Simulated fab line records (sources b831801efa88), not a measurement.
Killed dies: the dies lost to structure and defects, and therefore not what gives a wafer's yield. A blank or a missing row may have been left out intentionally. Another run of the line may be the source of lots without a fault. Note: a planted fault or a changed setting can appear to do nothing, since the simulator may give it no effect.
What tool caused it? -- flow gf180mcu -- 13 lots with 39 wafers sampled at 5 steps, on a route of 602 steps

## WHAT EACH GAUGE READ, for each wafer
GF_STI_CD_MEAS_12: the cd target is 220 nm. Usual: cdNm 219.8 nm, standard deviation 1.3.
lot,measured,on,cdNm (nm),flag
L836,day 2 01:11,cdSem-02,220.6 220.4 219.7,
L838,day 2 11:41,cdSem-01,221.2 220.0 220.6,
L840,day 2 21:40,cdSem-02,217.8 218.0 217.2,
L841,day 3 03:02,cdSem-02,218.6 217.9 216.8,
L843,day 3 12:50,cdSem-01,221.1 221.0 220.4,
L845,day 3 23:31,cdSem-01,221.1 220.7 219.0,
L846,day 4 04:37,cdSem-01,220.1 220.7 222.1,
L848,day 4 14:55,cdSem-01,219.6 220.2 220.4,
L849,day 4 21:07,cdSem-01,220.6 221.0 221.4,
L850,day 5 00:56,cdSem-01,227.7 227.7 228.4,OFF
L851,day 5 07:58,cdSem-02,221.3 220.9 220.4,
L852,day 5 11:14,cdSem-02,226.2 226.4 226.3,OFF
L858,day 6 18:42,cdSem-02,217.4 219.1 217.7,

GF_V1_RS_MEAS_24: the measuring method here is four-point-probe. Usual: for V1_W_RS the level is 0.327 ohm/sq and the standard deviation is 0.0038.
lot,measured,on,V1_W_RS (ohm/sq),flag
L836,day 18 01:17,filmMetro-03,0.326 0.327 0.325,
L838,day 18 22:03,filmMetro-03,0.321 0.327 0.321,
L840,day 19 15:26,filmMetro-01,0.333 0.331 0.328,
L841,day 20 02:24,filmMetro-03,0.328 0.327 0.322,
L843,day 20 23:53,filmMetro-01,0.328 0.326 0.321,
L845,day 21 17:25,filmMetro-01,0.328 0.329 0.329,
L846,day 22 00:50,filmMetro-02,0.327 0.326 0.325,
L848,day 22 14:47,filmMetro-03,0.326 0.322 0.324,
L849,day 23 01:44,filmMetro-01,0.326 0.325 0.324,
L850,day 23 11:04,filmMetro-01,0.325 0.328 0.324,
L851,day 23 21:04,filmMetro-01,0.328 0.336 0.325,
L852,day 24 00:30,filmMetro-01,0.326 0.326 0.332,
L858,day 25 19:50,filmMetro-02,0.336 0.336 0.335,

## EACH LOT AND THE TOOL THAT RAN IT (in order: tool; ch and the chambers of the sampled wafers; start)
lot,GF_STI_SOFTBAKE_08,GF_SALICIDE_RTA_08,GF_CONTACT_CVD_24
L836,"lithoTrack-04 ch 0, day 1 19:58","rtpAnneal-01 ch 0, day 15 01:23","cvdW-01 ch 0,1, day 15 23:59"
L838,"lithoTrack-01 ch 0, day 2 05:41","rtpAnneal-01 ch 0, day 15 20:59","cvdW-01 ch 0,1, day 16 20:11"
L840,"lithoTrack-03 ch 0, day 2 15:31","rtpAnneal-01 ch 0, day 16 11:29","cvdW-02 ch 0,1, day 17 12:13"
L841,"lithoTrack-03 ch 0, day 2 21:14","rtpAnneal-02 ch 0, day 16 21:44","cvdW-01 ch 0,1, day 17 22:17"
L843,"lithoTrack-01 ch 0, day 3 07:16","rtpAnneal-01 ch 0, day 17 18:22","cvdW-01 ch 1, day 18 20:04"
L845,"lithoTrack-01 ch 0, day 3 16:58","rtpAnneal-01 ch 0, day 18 12:34","cvdW-02 ch 0,1, day 19 14:04"
L846,"lithoTrack-03 ch 0, day 3 22:16","rtpAnneal-01 ch 0, day 18 19:55","cvdW-02 ch 0,1, day 19 22:34"
L848,"lithoTrack-04 ch 0, day 4 07:53","rtpAnneal-01 ch 0, day 19 10:55","cvdW-02 ch 0,1, day 20 12:30"
L849,"lithoTrack-01 ch 0, day 4 14:28","rtpAnneal-01 ch 0, day 19 23:57","cvdW-01 ch 0,1, day 21 00:52"
L850,"lithoTrack-03 ch 0, day 4 18:02","rtpAnneal-01 ch 0, day 20 07:22","cvdW-02 ch 0,1, day 21 08:26"
L851,"lithoTrack-04 ch 0, day 5 01:29","rtpAnneal-01 ch 0, day 20 18:05","cvdW-02 ch 0,1, day 21 19:24"
L852,"lithoTrack-03 ch 0, day 5 04:32","rtpAnneal-01 ch 0, day 20 23:27","cvdW-02 ch 0,1, day 22 00:16"
L858,"lithoTrack-04 ch 0, day 6 11:20","rtpAnneal-02 ch 0, day 22 21:50","cvdW-01 ch 0,1, day 23 21:24"
- GF_STI_SOFTBAKE_08: time 60 s.
- GF_SALICIDE_RTA_08: time 30 s.
- GF_CONTACT_CVD_24: deposits W, target thk 300 nm, time 90.339 s.

## WHAT THE TOOLS THEMSELVES READ (means of the sampled wafers that have a number; where no wafer has one, the mark that the record gives instead)
GF_STI_SOFTBAKE_08. Usual: exhaustPa 44.9 Pa, standard deviation 0.92; heaterPowerTotalW 93.05 W, standard deviation 0.059; plateTempC 130.01 C, standard deviation 0.15.
lot,tool,exhaustPa (Pa),heaterPowerTotalW (W),plateTempC (C),flag
L836,lithoTrack-04,45.5,93.08,130.08,
L838,lithoTrack-01,44.4,93.05,130.02,
L840,lithoTrack-03,45.2,93.09,130.03,
L841,lithoTrack-03,44.9,93.02,130.25,
L843,lithoTrack-01,43.5,93.07,130.10,
L845,lithoTrack-01,44.3,93.04,129.73,
L846,lithoTrack-03,46.0,93.02,129.84,
L848,lithoTrack-04,44.8,93.05,130.16,
L849,lithoTrack-01,45.4,93.03,129.93,
L850,lithoTrack-03,43.5,90.47,127.25,OFF
L851,lithoTrack-04,43.3,93.08,130.07,
L852,lithoTrack-03,44.6,90.48,127.33,OFF
L858,lithoTrack-04,45.3,93.02,129.93,

GF_SALICIDE_RTA_08. Usual: lampPowerPct 15.719 %, standard deviation 0.017; wafer_temp_C_max 804.6, standard deviation 1.5.
lot,tool,lampPowerPct (%),wafer_temp_C_max,flag
L836,rtpAnneal-01,15.705,803.6,
L838,rtpAnneal-01,15.701,803.4,
L840,rtpAnneal-01,15.713,803.2,
L841,rtpAnneal-02,15.721,805.8,
L843,rtpAnneal-01,15.704,802.9,
L845,rtpAnneal-01,15.697,803.4,
L846,rtpAnneal-01,15.708,803.8,
L848,rtpAnneal-01,15.723,803.1,
L849,rtpAnneal-01,15.707,802.9,
L850,rtpAnneal-01,15.703,803.8,
L851,rtpAnneal-01,15.711,803.4,
L852,rtpAnneal-01,15.704,803.7,
L858,rtpAnneal-02,15.752,805.5,

GF_CONTACT_CVD_24. Usual: heaterPowerW 807 W, standard deviation 94.
lot,tool,heaterPowerW (W),flag
L836,cvdW-01,853,
L838,cvdW-01,856,
L840,cvdW-02,852,
L841,cvdW-01,749,
L843,cvdW-01,881,
L845,cvdW-02,846,
L846,cvdW-02,786,
L848,cvdW-02,851,
L849,cvdW-01,741,
L850,cvdW-02,855,
L851,cvdW-02,858,
L852,cvdW-02,790,
L858,cvdW-01,804,

## THE ANSWER, worked out from the rows above alone
Rule: take the mean of a lot's wafers that have a number; if it is more than 3 standard deviations from the usual mean, the lot is off. Also off: a lot with no number at a reading for which 4 or more lots have one. Any other lot the step has rows for is counted as sound. After the gauges, taken in route order, come the tools' own readings; for these a lot's mean is taken, as printed above. At the first step where some lot is off, the reading lying furthest off is the one used; lots without a number count as furthest.
Off, at GF_STI_CD_MEAS_12 on cdNm: L850, L852.
A tool fits if, at a process step before that reading, it ran every lot that is off, and no sound lot after the first of them. The gauges at GF_STI_CD_MEAS_12 aren't tried: what is off there is off at GF_STI_SOFTBAKE_08 too, on other tools, and a gauge's error can't cause that. One fits: lithoTrack-03 at GF_STI_SOFTBAKE_08. A fault onset in the window from L846 (day 3 22:16, its last sound lot) to L850 (day 4 18:02, its first lot off) fits.
The tool's own readings at GF_STI_SOFTBAKE_08 bear it out: on the lots that are off they differ by more than 5 times the standard deviation of the sound lots' means. heaterPowerTotalW reads 90.47 W there against 93.05 W on the sound lots; plateTempC reads 127.29 C there against 130.01 C on the sound lots.

## WHAT THE SIMULATOR HAD PUT IN
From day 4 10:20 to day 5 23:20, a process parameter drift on lithoTrack-03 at GF_STI_SOFTBAKE_08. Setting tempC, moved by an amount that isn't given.
Lots struck among those shown: L850, L852. Same finding as the rule above.
